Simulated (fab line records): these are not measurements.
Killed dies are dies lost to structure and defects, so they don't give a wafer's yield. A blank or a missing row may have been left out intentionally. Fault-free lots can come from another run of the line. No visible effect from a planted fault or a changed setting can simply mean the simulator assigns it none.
Chamber matching | flow sfq_line | cmp-01 running SFQ_TRILAYER_I0_CMP_CMP_028: 4 sister chambers
The step polishes SiO2. 4 wafers are shown with their chamber, then 7 later ones without.

## WAFERS PAIRED WITH THEIR CHAMBERS
wafer  | chamber | motor_current_A (A)
L909.1 | 0       | 10.1
L913.4 | 1       | 8.2
L914.2 | 3       | 9.9
L914.5 | 2       | 9.3

## WAFERS WITH NO CHAMBER GIVEN
wafer  | motor_current_A (A)
L914.6 | 8.5
L918.1 | 10.3
L918.2 | 9.5
L918.3 | 9.1
L920.3 | 9.7
L920.1 | 10.2
L920.6 | 8.5

## THE CHAMBER EACH PASSED THROUGH
wafer  | from the rows above          | in truth
L914.6 | 1                            | 1
L918.1 | can't be placed: 0 or 3      | 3
L918.2 | can't be placed: 2 or 3 or 0 | 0
L918.3 | 2                            | 2
L920.3 | can't be placed: 3 or 2 or 0 | 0
L920.1 | can't be placed: 0 or 3      | 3
L920.6 | 1                            | 1
Placed correctly: 3 of 7. Unplaceable from these rows: 4, with the true chamber sitting among the candidates in 4. Wrongly placed: 0.
How it was worked out, from the rows above alone: a wafer's distance from a chamber is the root of the sum, over the readings, of the square of ((its reading less the chamber's mean) divided by the reading's scatter). The wafer belongs to the nearest chamber; if the next one is less than 2 further off, it can't be placed. A chamber's mean is the mean of its shown wafers. The scatter: root of mean squared gap, hidden wafer to nearest shown wafer, with one shown wafer a chamber.
